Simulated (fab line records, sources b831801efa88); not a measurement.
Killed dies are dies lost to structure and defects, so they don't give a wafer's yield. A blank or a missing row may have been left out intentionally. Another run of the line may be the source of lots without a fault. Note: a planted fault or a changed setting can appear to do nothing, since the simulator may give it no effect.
Comparing a struck lot with a sound one | flow sfq line | 14 steps out of a route of 325
Sound: the wafers L844.1, L844.2, L844.6. Wafers struck: L847.2, L847.4, L847.5. The cause comes at the end.
Each step with rows lists, per side, the tool, then ch with its chambers, then its first start. Under that, the readings that differ: sound wafers | struck wafers | difference of the means | sigmas: that difference in standard deviations of wafers without a fault.
alike: readings whose means differ by less than 2 such deviations, and words and numbers that are the same on both sides. not compared: withheld readings, readings that some wafer has no value for, bounds like >300 that may hide the same value, and numbers for which the record gives no deviation and whose values overlap.
Wherever a step has rows on one side only, a row that says differs or no value, or a row with sigmas, the two part there. When numbers do not overlap yet have no deviation, they are printed without sigmas and do not part them. A reading that every wafer of one side lacks parts them only if that side has two wafers or more.

SFQ_INCOMING_BOW_MEAS_900:
  sound on film metro-02, day 3 02:00; struck on film metro-02, day 3 17:01
  alike: INCOMING_BOW
then, 1 step without rows for these wafers: SFQ_TRILAYER_INCOMING_OXIDATION_002 (target thk 500 nm, ox time 4939 s).
SFQ_TRILAYER_L0_DEP_SPUTTER_003: material MoNx KI, target thk 40 nm, time 100 s.
  sound on pvd sputter-06, day 3 04:29; struck on pvd sputter-04, day 3 19:29
  reading                | sound          | struck         | difference | sigmas
  throttle valve pct (%) | 27.2 30.1 26.9 | 32.5 31.2 29.6 | +3.0       | +2
  alike: chamber pressure pa
SFQ_L0_RS_MEAS_901: measures by four-point-probe.
  sound on film metro-02, day 3 04:34; struck on film metro-03, day 3 19:35
  alike: L0_MONX_KI_RS
SFQ_L0_THK_MEAS_902: measures by xrf.
  sound on film metro-02, day 3 04:41; struck on film metro-03, day 3 19:41
  alike: L0_MONX_KI_THK
then, 6 steps without rows for these wafers: SFQ_TRILAYER_L0_LITHO_COAT_010 (resist thk 62 nm); SFQ_TRILAYER_L0_LITHO_COAT_005 (resist thk 600 nm); SFQ_TRILAYER_L0_LITHO_SOFTBAKE_009; SFQ_TRILAYER_L0_LITHO_EXPOSE_006 (exposes mask L0, target cd 2000 nm); SFQ_TRILAYER_L0_LITHO_PEB_008 (peb time 60 s); SFQ_TRILAYER_L0_LITHO_DEVELOP_007 (time 60 s).
-- the record jumps here: 3 days lie between the struck wafers' starts before and after --
SFQ_TRILAYER_L0_BARC_OPEN_METAL_ETCH_010: etches BARC in O2, target depth 125 nm, time 41.7 s.
  sound on rie metal-03 ch 0,1, day 6 07:23; struck on rie metal-03 ch 1, day 7 01:40
  alike: bias w, drypump motor current A, oes product au
  not compared: rf hours counter h
SFQ_TRILAYER_L0_ETCH_METAL_ETCH_008: etches MoNx KI in SF6/O2, stops on SiO2, target depth 50 nm, time 25 s.
  sound on rie metal-03 ch 0,1, day 6 07:26; struck on rie metal-03 ch 1, day 7 01:43
  reading    | sound             | struck            | difference | sigmas
  bias w (W) | 80.22 79.84 79.50 | 92.24 92.52 92.30 | +12.50     | +50
  alike: drypump motor current A, oes product au
  not compared: rf hours counter h
SFQ_TRILAYER_L0_STRIP_STRIP_009: strips in O2.
  sound on rie metal-03 ch 0,1, day 6 07:29; struck on rie metal-03 ch 1, day 7 01:46
  alike: drypump motor current A, oes product au
  not compared: rf hours counter h

== WHERE THEY PART ==
Earliest at SFQ_TRILAYER_L0_DEP_SPUTTER_003; latest, in this record, at SFQ_TRILAYER_L0_ETCH_METAL_ETCH_008. Later steps at which nothing parts them and some readings are alike: SFQ_TRILAYER_L0_STRIP_STRIP_009.

WHY: the cause the simulator had injected
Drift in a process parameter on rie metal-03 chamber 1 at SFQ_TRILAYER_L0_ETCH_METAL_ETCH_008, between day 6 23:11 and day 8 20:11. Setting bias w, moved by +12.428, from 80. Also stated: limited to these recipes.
